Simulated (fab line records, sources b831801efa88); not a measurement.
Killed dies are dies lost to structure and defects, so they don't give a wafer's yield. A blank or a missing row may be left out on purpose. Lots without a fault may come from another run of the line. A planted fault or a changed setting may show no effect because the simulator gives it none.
Which tool did it? | flow sky130 | 11 lots, 33 wafers sampled, at 6 steps of a route of 708

WHAT THE GAUGES READ, wafer by wafer
SKY_VIA2_RS_MEAS_22: measures by four-point-probe. Usual: VIA2_W_RS 0.2721 ohm/sq, standard deviation 0.0025.
lot  | measured     | on            | VIA2_W_RS (ohm/sq)   | flag
L450 | day 38 06:58 | film_metro-03 | 0.2724 0.2717 0.2724 |
L453 | day 38 21:14 | film_metro-04 | 0.2726 0.2717 0.2683 |
L456 | day 39 07:29 | film_metro-03 | 0.2710 0.2726 0.2696 |
L455 | day 39 09:19 | film_metro-03 | 0.2785 0.2720 0.2752 |
L457 | day 40 01:03 | film_metro-03 | 0.2683 0.2726 0.2706 |
L458 | day 40 05:08 | film_metro-04 | 0.2677 0.2663 0.2704 |
L462 | day 41 06:22 | film_metro-03 | 0.2721 0.2733 0.2738 |
L461 | day 41 09:21 | film_metro-03 | 0.2730 0.2715 0.2704 |
L463 | day 41 10:35 | film_metro-04 | 0.2693 0.2723 0.2668 |
L464 | day 41 23:06 | film_metro-03 | 0.2746 0.2736 0.2728 |
L465 | day 42 01:47 | film_metro-04 | 0.2737 0.2751 0.2706 |

SKY_CAPM_RS_MEAS_03: measures by four-point-probe. Usual: CAPM_TIN_RS 6.92 ohm/sq, standard deviation 0.11.
lot  | measured     | on            | CAPM_TIN_RS (ohm/sq) | flag
L450 | day 38 07:47 | film_metro-03 | 7.01 6.98 7.05       |
L453 | day 38 22:07 | film_metro-03 | 6.94 6.69 6.88       |
L456 | day 39 08:20 | film_metro-02 | 7.04 6.91 6.87       |
L455 | day 39 10:10 | film_metro-01 | 7.01 7.10 6.99       |
L457 | day 40 01:53 | film_metro-02 | 6.93 7.02 6.98       |
L458 | day 40 05:57 | film_metro-01 | 6.89 6.99 6.94       |
L462 | day 41 07:13 | film_metro-02 | 6.91 6.94 6.79       |
L461 | day 41 10:13 | film_metro-02 | 6.87 6.81 7.06       |
L463 | day 41 11:44 | film_metro-03 | 7.10 7.07 7.02       |
L464 | day 41 23:56 | film_metro-01 | 7.00 6.83 7.00       |
L465 | day 42 02:45 | film_metro-01 | 6.75 4.40 6.93       | OFF

SKY_CAPM_THK_MEAS_04: measures by xrf. Usual: CAPM_TIN_THK 201 nm, standard deviation 3.2.
lot  | measured     | on            | CAPM_TIN_THK (nm) | flag
L450 | day 38 07:55 | film_metro-03 | 200 200 197       |
L453 | day 38 22:14 | film_metro-03 | 201 208 202       |
L456 | day 39 08:27 | film_metro-02 | 198 202 204       |
L455 | day 39 10:17 | film_metro-01 | 197 196 198       |
L457 | day 40 01:59 | film_metro-02 | 202 199 200       |
L458 | day 40 06:04 | film_metro-01 | 202 197 199       |
L462 | day 41 07:19 | film_metro-02 | 201 200 204       |
L461 | day 41 10:20 | film_metro-02 | 201 204 197       |
L463 | day 41 11:50 | film_metro-03 | 197 197 199       |
L464 | day 42 00:03 | film_metro-01 | 197 202 196       |
L465 | day 42 02:51 | film_metro-01 | 203 309 198       | OFF

SKY_CAPM_OVL_MEAS_12. Usual: CAPM_OVL -0.9 nm, standard deviation 1.4.
lot  | measured     | on         | CAPM_OVL (nm)  | flag
L450 | day 39 09:40 | overlay-02 | -3.4 -2.4 -2.5 |
L453 | day 40 00:02 | overlay-02 | -1.6 -2.5 -1.9 |
L456 | day 40 09:46 | overlay-02 | -0.5 -1.6 -0.8 |
L455 | day 40 11:35 | overlay-01 | -1.3 -1.5 -2.4 |
L457 | day 41 02:44 | overlay-02 | -1.2 -1.5 -0.7 |
L458 | day 41 05:38 | overlay-02 | -0.2 0.6 1.2   |
L462 | day 42 07:14 | overlay-01 | 0.6 0.2 1.8    |
L461 | day 42 09:47 | overlay-02 | 0.6 -1.0 2.2   |
L463 | day 42 12:11 | overlay-02 | -2.6 -1.6 -2.4 |
L464 | day 42 23:23 | overlay-01 | 1.7 1.1 1.4    |
L465 | day 43 02:14 | overlay-02 | -3.3 0.1 -2.7  |

WHICH TOOL RAN EACH LOT (tool, then ch and the chambers of the sampled wafers, then the start)
lot  | SKY_VIA2_SPUTTER_20          | SKY_CAPM_SPUTTER_02
L450 | pvd_sputter-02, day 38 06:46 | pvd_sputter-04, day 38 07:41
L453 | pvd_sputter-03, day 38 21:03 | pvd_sputter-01, day 38 22:00
L456 | pvd_sputter-02, day 39 07:17 | pvd_sputter-02, day 39 08:13
L455 | pvd_sputter-03, day 39 09:07 | pvd_sputter-04, day 39 10:02
L457 | pvd_sputter-02, day 40 00:50 | pvd_sputter-04, day 40 01:45
L458 | pvd_sputter-02, day 40 04:55 | pvd_sputter-04, day 40 05:49
L462 | pvd_sputter-02, day 41 06:08 | pvd_sputter-01, day 41 07:04
L461 | pvd_sputter-02, day 41 09:10 | pvd_sputter-01, day 41 10:06
L463 | pvd_sputter-02, day 41 10:20 | pvd_sputter-04, day 41 11:35
L464 | pvd_sputter-04, day 41 22:55 | pvd_sputter-04, day 41 23:49
L465 | pvd_sputter-02, day 42 01:34 | pvd_sputter-04, day 42 02:36
- SKY_VIA2_SPUTTER_20: material TiN, target thk 20 nm, time 80 s.
- SKY_CAPM_SPUTTER_02: material TiN, target thk 200 nm, time 166.7 s.

WHAT THE TOOLS THEMSELVES READ (means of the sampled wafers that have a number; where no wafer has one, the mark that the record gives instead)
SKY_VIA2_SPUTTER_20. Usual: throttle_valve_pct 29.9 %, standard deviation 1.1.
lot  | tool           | throttle_valve_pct (%) | flag
L450 | pvd_sputter-02 | 30.1                   |
L453 | pvd_sputter-03 | 29.4                   |
L456 | pvd_sputter-02 | 29.8                   |
L455 | pvd_sputter-03 | 29.5                   |
L457 | pvd_sputter-02 | 30.5                   |
L458 | pvd_sputter-02 | 31.3                   |
L462 | pvd_sputter-02 | 30.8                   |
L461 | pvd_sputter-02 | 31.5                   |
L463 | pvd_sputter-02 | 30.4                   |
L464 | pvd_sputter-04 | 29.9                   |
L465 | pvd_sputter-02 | 30.0                   |

SKY_CAPM_SPUTTER_02. Usual: throttle_valve_pct 30.2 %, standard deviation 0.81.
lot  | tool           | throttle_valve_pct (%) | flag
L450 | pvd_sputter-04 | 29.3                   |
L453 | pvd_sputter-01 | 31.3                   |
L456 | pvd_sputter-02 | 29.6                   |
L455 | pvd_sputter-04 | 30.0                   |
L457 | pvd_sputter-04 | 30.1                   |
L458 | pvd_sputter-04 | 30.1                   |
L462 | pvd_sputter-01 | 30.7                   |
L461 | pvd_sputter-01 | 30.6                   |
L463 | pvd_sputter-04 | 30.1                   |
L464 | pvd_sputter-04 | 30.5                   |
L465 | pvd_sputter-04 | 29.9                   |

THE ANSWER, worked out from the rows above alone
Rule: a lot is off if the mean of its wafers that have a number lies more than 3 standard deviations from the usual mean. A lot without any number at a reading at which 4 lots or more have one is off too. The other lots that the step has rows for count as sound. The gauges are gone through in route order, then the tools' own readings, and for those a lot's mean is taken as printed above. The first step at which some lot is off is used, and at that step the reading that is off furthest; a lot without a number counts as furthest.
Off: L465, at SKY_CAPM_RS_MEAS_03 (CAPM_TIN_RS).
A tool fits if, at a process step before that reading, it ran every lot that is off, and no sound lot after the first of them. The gauges at SKY_CAPM_RS_MEAS_03 are tried like those tools. Can't be told from this: 3 tools fit, pvd_sputter-02 at SKY_VIA2_SPUTTER_20, pvd_sputter-04 at SKY_CAPM_SPUTTER_02, film_metro-01 at SKY_CAPM_RS_MEAS_03.

WHAT THE SIMULATOR HAD PUT IN
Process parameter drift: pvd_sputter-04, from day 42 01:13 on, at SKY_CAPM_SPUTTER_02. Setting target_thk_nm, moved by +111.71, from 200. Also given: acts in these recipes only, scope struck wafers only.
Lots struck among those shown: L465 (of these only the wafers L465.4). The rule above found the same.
